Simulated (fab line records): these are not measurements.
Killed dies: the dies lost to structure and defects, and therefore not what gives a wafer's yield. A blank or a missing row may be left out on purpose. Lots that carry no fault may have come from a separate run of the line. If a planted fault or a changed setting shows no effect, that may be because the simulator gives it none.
Which tool is to blame? -- flow gf180mcu -- Sampling: 14 lots, 42 wafers, 2 of 602 route steps

## WHAT THE GAUGES READ, wafer by wafer
GF_V5_BOW_MEAS_05. Usual: V5_BOW gives 135 um (standard deviation 9.6).
lot,measured,on,V5_BOW (um),flag
L528,day 26 06:21,film metro-03,125 122 108,
L529,day 26 10:23,film metro-01,137 112 111,
L530,day 26 23:25,film metro-01,123 134 139,
L532,day 27 19:06,film metro-02,126 137 141,
L533,day 28 00:16,film metro-03,130 128 138,
L534,day 28 17:34,film metro-01,124 139 141,
L535,day 28 15:15,film metro-03,142 135 135,
L536,day 29 02:29,film metro-02,137 117 133,
L537,day 29 06:04,film metro-01,126 144 152,
L540,day 30 01:50,film metro-01,140 131 132,
L542,day 30 16:48,film metro-02,131 140 135,
L545,day 31 09:28,film metro-01,137 144 135,
L546,day 31 15:58,film metro-02,134 122 147,
L549,day 32 12:52,film metro-03,136 135 141,

## WHICH TOOL RAN EACH LOT (tool, then ch and the chambers of the sampled wafers, then the start)
lot,GF_STI_OXIDATION_01
L528,"furnace-01 ch 0, day 1 10:43"
L529,"furnace-02 ch 0, day 1 15:07"
L530,"furnace-01 ch 0, day 1 20:07"
L532,"furnace-02 ch 0, day 2 06:07"
L533,"furnace-02 ch 0, day 2 11:07"
L534,"furnace-01 ch 0, day 2 16:30"
L535,"furnace-02 ch 0, day 2 21:07"
L536,"furnace-02 ch 0, day 3 03:12"
L537,"furnace-01 ch 0, day 3 09:16"
L540,"furnace-01 ch 0, day 3 22:07"
L542,"furnace-01 ch 0, day 4 08:07"
L545,"furnace-01 ch 0, day 4 23:33"
L546,"furnace-02 ch 0, day 5 04:43"
L549,"furnace-02 ch 0, day 5 19:07"
- GF_STI_OXIDATION_01: stabilise 600 s, purge 300 s, target thk 10 nm.

## WHAT THE TOOLS THEMSELVES READ (means of the sampled wafers that have a number; where no wafer has one, the mark that the record gives instead)
GF_STI_OXIDATION_01. Usual: ox temp c 900.0 C, standard deviation 0.46; tube center temp C 900 C, standard deviation 0.086.
lot,tool,ox temp c (C),tube center temp C (C),flag
L528,furnace-01,900.2,900,
L529,furnace-02,900.0,900,
L530,furnace-01,900.0,900,
L532,furnace-02,900.4,900,
L533,furnace-02,900.3,900,
L534,furnace-01,899.8,900,
L535,furnace-02,899.9,900,
L536,furnace-02,900.5,900,
L537,furnace-01,900.3,900,
L540,furnace-01,899.4,900,
L542,furnace-01,899.6,900,
L545,furnace-01,899.5,900,
L546,furnace-02,900.3,900,
L549,furnace-02,900.2,900,

## THE ANSWER, worked out from the rows above alone
Rule: a lot is off if the mean of its wafers that have a number lies more than 3 standard deviations from the usual mean. Also off: a lot with no number at a reading for which 4 or more lots have one. All remaining lots with rows at the step are treated as sound. First the gauges in route order, then the tools' own readings, where a lot's mean is used as printed above. At the first step where some lot is off, the reading lying furthest off is the one used; lots without a number count as furthest.
Across all readings shown, no lot is off: no conclusion can be drawn from this.

## WHAT WAS PUT IN BY THE SIMULATOR
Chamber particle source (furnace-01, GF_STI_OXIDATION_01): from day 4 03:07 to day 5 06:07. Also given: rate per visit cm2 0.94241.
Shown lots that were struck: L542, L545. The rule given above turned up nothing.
